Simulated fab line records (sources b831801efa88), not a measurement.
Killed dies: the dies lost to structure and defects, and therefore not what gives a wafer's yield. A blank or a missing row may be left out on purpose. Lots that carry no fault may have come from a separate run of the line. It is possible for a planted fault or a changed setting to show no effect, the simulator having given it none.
The tool behind it: which one? + flow sky130 + Sampling: 13 lots, 39 wafers, 5 of 708 route steps

== WHAT THE GAUGES READ, wafer by wafer ==
SKY_VT_ADJUST_HVTP_CD_MEAS_07 targets a cd of 380 nm.
| lot  | measured     | on        | cd nm (nm)        |
|------|--------------|-----------|-------------------|
| L384 | day 6 00:37  | cd sem-01 | 376.9 378.3 375.8 |
| L385 | day 6 09:45  | cd sem-01 | 381.3 382.7 384.1 |
| L387 | day 6 18:00  | cd sem-01 | 382.5 382.9 383.2 |
| L388 | day 7 02:14  | cd sem-02 | 380.8 380.9 377.3 |
| L389 | day 7 13:09  | cd sem-02 | 375.5 375.5 376.0 |
| L394 | day 8 15:37  | cd sem-01 | 377.2 374.4 377.8 |
| L395 | day 9 02:19  | cd sem-02 | 381.2 380.3 381.9 |
| L400 | day 10 03:57 | cd sem-01 | 381.8 382.5 381.8 |
| L401 | day 10 16:13 | cd sem-02 | 381.9 381.4 381.9 |
| L402 | day 11 09:41 | cd sem-02 | 378.8 381.9 381.4 |
| L403 | day 11 13:45 | cd sem-02 | 375.3 374.0 375.7 |
| L404 | day 11 14:41 | cd sem-02 | 380.8 381.2 379.0 |
| L405 | day 11 18:00 | cd sem-02 | 377.2 378.5 374.8 |

SKY_SONOS_ONO_THK_MEAS_01.
| lot  | measured     | on            | SONOS_ONO_OXIDATION_THK (nm)  |
|------|--------------|---------------|-------------------------------|
| L384 | day 11 09:58 | film metro-03 | 2.59 2.58 2.61                |
| L385 | day 11 21:02 | film metro-04 | 2.56 2.46 2.54                |
| L387 | day 12 05:44 | film metro-02 | 2.57 2.59 2.55                |
| L388 | day 12 20:04 | film metro-03 | 2.63 2.69 2.68                |
| L389 | day 13 08:04 | film metro-02 | 2.48 2.51 2.58                |
| L394 | day 14 18:45 | film metro-03 | 2.50 2.52 2.49                |
| L395 | day 15 07:05 | film metro-03 | 2.72 2.68 2.70                |
| L400 | day 16 11:35 | film metro-04 | 2.57 2.58 2.56                |
| L401 | day 17 05:34 | film metro-04 | 2.91 2.95 2.91 2.89 2.94 2.88 |
| L402 | day 18 05:05 | film metro-02 | 2.95 2.99 2.89 2.99 3.03 2.95 |
| L403 | day 18 08:12 | film metro-03 | 2.84 2.90 2.87 2.90 2.94 2.90 |
| L404 | day 18 10:18 | film metro-04 | 2.66 2.64 2.65                |
| L405 | day 18 16:16 | film metro-03 | 2.59 2.60 2.60                |

SKY_GATE_OXIDE_OVL_MEAS_10.
| lot  | measured     | on         | GATE_OXIDE_OVL (nm) |
|------|--------------|------------|---------------------|
| L384 | day 13 15:46 | overlay-02 | -2.8 -2.2 -2.8      |
| L385 | day 14 03:52 | overlay-01 | 1.6 2.3 0.0         |
| L387 | day 14 13:36 | overlay-02 | -1.5 -0.7 1.0       |
| L388 | day 15 06:04 | overlay-01 | -1.0 -0.5 -1.8      |
| L389 | day 15 19:39 | overlay-02 | 1.1 2.1 1.7         |
| L394 | day 18 12:37 | overlay-02 | 0.2 1.8 0.0         |
| L395 | day 18 12:07 | overlay-02 | -1.7 0.0 -0.3       |
| L400 | day 19 02:48 | overlay-02 | 2.5 4.4 2.5         |
| L401 | day 20 02:01 | overlay-01 | 1.7 0.9 0.5         |
| L402 | day 21 00:52 | overlay-02 | -1.2 0.5 0.6        |
| L403 | day 21 02:37 | overlay-01 | 2.4 0.6 1.7         |
| L404 | day 21 04:04 | overlay-02 | -0.8 0.5 -0.5       |
| L405 | day 21 12:34 | overlay-02 | 0.6 -1.2 0.8        |

== TOOL THAT RAN EACH LOT (tool first, then ch and the chambers of the sampled wafers, then the start) ==
| lot  | SKY_VT_ADJUST_LVTN_STRIP_09          | SKY_SONOS_ONO_OXIDATION_00    |
|------|--------------------------------------|-------------------------------|
| L384 | plasma asher-01 ch 0, day 6 19:48    | furnace-02 ch 0, day 11 08:36 |
| L385 | plasma asher-04 ch 0,1, day 7 05:24  | furnace-01 ch 0, day 11 19:41 |
| L387 | plasma asher-01 ch 0,1, day 7 13:02  | furnace-01 ch 0, day 12 04:23 |
| L388 | plasma asher-04 ch 0,1, day 7 22:31  | furnace-01 ch 0, day 12 18:42 |
| L389 | plasma asher-01 ch 0,1, day 8 09:26  | furnace-01 ch 0, day 13 06:44 |
| L394 | plasma asher-01 ch 0,1, day 9 13:53  | furnace-01 ch 0, day 14 17:23 |
| L395 | plasma asher-01 ch 0,1, day 10 01:05 | furnace-02 ch 0, day 15 05:44 |
| L400 | plasma asher-03 ch 0,1, day 11 01:41 | furnace-02 ch 0, day 16 10:15 |
| L401 | plasma asher-04 ch 0,1, day 11 15:24 | furnace-02 ch 0, day 17 04:13 |
| L402 | plasma asher-03 ch 0,1, day 12 10:11 | furnace-02 ch 0, day 18 03:43 |
| L403 | plasma asher-04 ch 0,1, day 12 13:36 | furnace-02 ch 0, day 18 06:51 |
| L404 | plasma asher-04 ch 0,1, day 12 15:28 | furnace-01 ch 0, day 18 08:56 |
| L405 | plasma asher-01 ch 0,1, day 12 18:47 | furnace-01 ch 0, day 18 14:56 |
- SKY_VT_ADJUST_LVTN_STRIP_09: strips in O2/N2.
- SKY_SONOS_ONO_OXIDATION_00: stabilise 600 s, purge 300 s, target thk 2.6 nm.

== AS READ BY THE TOOLS THEMSELVES (means over the sampled wafers that have a number; for cases with no such wafer, the mark the record gives instead) ==
SKY_VT_ADJUST_LVTN_STRIP_09.
| lot  | tool            | drypump motor current A (A) | oes product au (a.u.) | strip time to endpoint s (s) |
|------|-----------------|-----------------------------|-----------------------|------------------------------|
| L384 | plasma asher-01 | 5.8                         | 0.722                 | 36.96                        |
| L385 | plasma asher-04 | 6.1                         | 0.727                 | 36.96                        |
| L387 | plasma asher-01 | 5.4                         | 0.722                 | 36.98                        |
| L388 | plasma asher-04 | 6.5                         | 0.725                 | 36.91                        |
| L389 | plasma asher-01 | 5.1                         | 0.719                 | 36.73                        |
| L394 | plasma asher-01 | 5.1                         | 0.722                 | 37.08                        |
| L395 | plasma asher-01 | 5.1                         | 0.724                 | 36.93                        |
| L400 | plasma asher-03 | 6.0                         | 0.719                 | 36.90                        |
| L401 | plasma asher-04 | 6.5                         | 0.723                 | 36.89                        |
| L402 | plasma asher-03 | 6.0                         | 0.719                 | 37.00                        |
| L403 | plasma asher-04 | 6.5                         | 0.726                 | 36.92                        |
| L404 | plasma asher-04 | 6.1                         | 0.724                 | 36.97                        |
| L405 | plasma asher-01 | 5.4                         | 0.724                 | 36.96                        |

== THE ANSWER, worked out from the rows above alone ==
Rule: usual is defined by the lots themselves. The widest of any qualifying gaps counts: lots, ordered by their means at a reading, are off when they make up no more than a third of the lots, leave a main group of 4 or more, and stand apart from it by 3 or more times the standard deviation of that group's means. Not used: any main group whose means are identical at the precision the tables above print for the reading. A lot without any number at a reading at which 4 lots or more have one is off too. The other lots that the step has rows for count as sound. First the gauges in route order, then the tools' own readings, where a lot's mean is used as printed above. The first step at which some lot is off is used, and at that step the reading that is off furthest; a lot without a number counts as furthest.
Off: L401, L402, L403, seen at SKY_SONOS_ONO_THK_MEAS_01 (SONOS_ONO_OXIDATION_THK). The main group has a mean of 2.59 nm with a standard deviation of 0.063.
If a tool, at a process step before that reading, ran all the lots that are off and no sound lot after the first of them, it fits. The gauges at SKY_SONOS_ONO_THK_MEAS_01 are tried like those tools. One fits: furnace-02 at SKY_SONOS_ONO_OXIDATION_00. Its last sound lot is L400 (day 16 10:15), its first lot that is off L401 (day 17 04:13): a fault that began between those two fits.

== WHAT HAD BEEN PUT IN BY THE SIMULATOR ==
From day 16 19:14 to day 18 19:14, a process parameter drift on furnace-02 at SKY_SONOS_ONO_OXIDATION_00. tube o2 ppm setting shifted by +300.
Shown lots that were struck: L401, L402, L403. Same finding as the rule above.
